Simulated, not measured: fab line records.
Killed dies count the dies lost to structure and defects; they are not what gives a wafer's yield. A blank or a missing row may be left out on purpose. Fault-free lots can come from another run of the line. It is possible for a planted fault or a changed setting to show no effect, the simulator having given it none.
Commonality check across tools + flow sky130 + 13 lots, 39 wafers sampled

WHAT PROMPTED THE OPENING
2 of 13 lots carry a flag on the reading VIA2_HDPCVD_THK at SKY_VIA2_THK_MEAS_01. Wafers without a fault read 1184 nm, standard deviation 11.
Rule: flag the lot when none of its wafers has a number, or when each of its wafers that has one lies beyond 4 standard deviations from that mean. As for the other lots, they are considered sound.

| lot  | measured     | on           | VIA2_HDPCVD_THK (nm), wafer by wafer | flag    |
|------|--------------|--------------|--------------------------------------|---------|
| L796 | day 35 07:14 | filmMetro-03 | 1199 1202 1202                       |         |
| L797 | day 35 13:18 | filmMetro-01 | 1177 1198 1184                       |         |
| L798 | day 35 20:10 | filmMetro-03 | 1189 1190 1178                       |         |
| L799 | day 36 03:02 | filmMetro-04 | 1182 1181 1180                       |         |
| L802 | day 37 23:04 | filmMetro-04 | 1185 1171 1178                       |         |
| L803 | day 38 01:22 | filmMetro-04 | 1171 1181 1180                       |         |
| L805 | day 38 03:32 | filmMetro-01 | 1198 1197 1202                       |         |
| L808 | day 39 04:55 | filmMetro-04 | 793 795 798                          | FLAGGED |
| L809 | day 39 21:51 | filmMetro-01 | 754 780 770                          | FLAGGED |
| L812 | day 41 06:37 | filmMetro-04 | 1191 1183 1185                       |         |
| L814 | day 41 17:02 | filmMetro-03 | 1182 1181 1185                       |         |
| L817 | day 42 06:05 | filmMetro-04 | 1185 1177 1177                       |         |
| L818 | day 43 00:41 | filmMetro-01 | 1165 1169 1167                       |         |
Average over the flagged lots: 782 nm; offset from the usual -402 nm, equal to -37 standard deviations.

WHICH TOOL RAN EACH LOT
2 process steps preceding the reading are held in the record, out of 708 steps in the route. Cell contents, in order: the tool; ch with the chambers the sampled wafers went through; the start.
| lot  | flag    | SKY_VIA1_CVD_21              | SKY_VIA2_HDPCVD_00               |
|------|---------|------------------------------|----------------------------------|
| L796 |         | cvdW-02 ch 0,1, day 34 03:26 | hdpcvd-01 ch 0,1,2, day 35 07:05 |
| L797 |         | cvdW-02 ch 0,1, day 34 09:27 | hdpcvd-02 ch 0,1,2, day 35 13:11 |
| L798 |         | cvdW-02 ch 0,1, day 34 15:56 | hdpcvd-01 ch 1,2, day 35 20:03   |
| L799 |         | cvdW-01 ch 0,1, day 34 22:17 | hdpcvd-02 ch 0,1,2, day 36 02:55 |
| L802 |         | cvdW-02 ch 0,1, day 36 19:50 | hdpcvd-01 ch 0,1, day 37 22:57   |
| L803 |         | cvdW-01 ch 0,1, day 36 22:13 | hdpcvd-01 ch 1,2, day 38 01:14   |
| L805 |         | cvdW-01 ch 0, day 37 00:22   | hdpcvd-01 ch 0,2, day 38 03:25   |
| L808 | FLAGGED | cvdW-01 ch 1, day 38 02:12   | hdpcvd-02 ch 0,1, day 39 04:47   |
| L809 | FLAGGED | cvdW-02 ch 0,1, day 38 18:39 | hdpcvd-02 ch 0,2, day 39 21:44   |
| L812 |         | cvdW-02 ch 0, day 40 04:38   | hdpcvd-01 ch 1,2, day 41 06:29   |
| L814 |         | cvdW-01 ch 0,1, day 40 16:15 | hdpcvd-01 ch 1,2, day 41 16:53   |
| L817 |         | cvdW-02 ch 0,1, day 41 04:55 | hdpcvd-01 ch 0,1, day 42 05:57   |
| L818 |         | cvdW-01 ch 0,1, day 42 00:07 | hdpcvd-02 ch 0,1,2, day 43 00:34 |
What the steps here do:
- SKY_VIA1_CVD_21: deposits W, target thk 270 nm, time 80.902 s.
- SKY_VIA2_HDPCVD_00: deposits SiO2, target thk 1180 nm, time 196.7 s.
- SKY_VIA2_THK_MEAS_01

FLAGGED OVER TOTAL, TOOL BY TOOL (the gauges that took the reading come last)
| step                 | tool         | lots run | flagged | share of the flagged lots | sound lots run after its first flagged lot |
|----------------------|--------------|----------|---------|---------------------------|--------------------------------------------|
| SKY_VIA1_CVD_21      | cvdW-01      | 6        | 1       | some                      | 2 (L814,L818)                              |
| SKY_VIA1_CVD_21      | cvdW-02      | 7        | 1       | some                      | 2 (L812,L817)                              |
| SKY_VIA2_HDPCVD_00   | hdpcvd-01    | 8        | 0       | none                      | -                                          |
| SKY_VIA2_HDPCVD_00   | hdpcvd-02    | 5        | 2       | all                       | 1 (L818)                                   |
| SKY_VIA2_THK_MEAS_01 | filmMetro-01 | 4        | 1       | some                      | 1 (L818)                                   |
| SKY_VIA2_THK_MEAS_01 | filmMetro-03 | 3        | 0       | none                      | -                                          |
| SKY_VIA2_THK_MEAS_01 | filmMetro-04 | 6        | 1       | some                      | 2 (L812,L817)                              |

WHAT THE TABLE PERMITS
1 row of the table ran every flagged lot: hdpcvd-02 at SKY_VIA2_HDPCVD_00.
- hdpcvd-02 at SKY_VIA2_HDPCVD_00: 2 of its 5 lots flagged. Sound lots ran on it after the first flagged one (L818), which a lasting fault on the whole tool wouldn't allow.
Every row of the table either missed a flagged lot or ran a sound lot after the first.

WHAT THE SIMULATOR HAD INSERTED
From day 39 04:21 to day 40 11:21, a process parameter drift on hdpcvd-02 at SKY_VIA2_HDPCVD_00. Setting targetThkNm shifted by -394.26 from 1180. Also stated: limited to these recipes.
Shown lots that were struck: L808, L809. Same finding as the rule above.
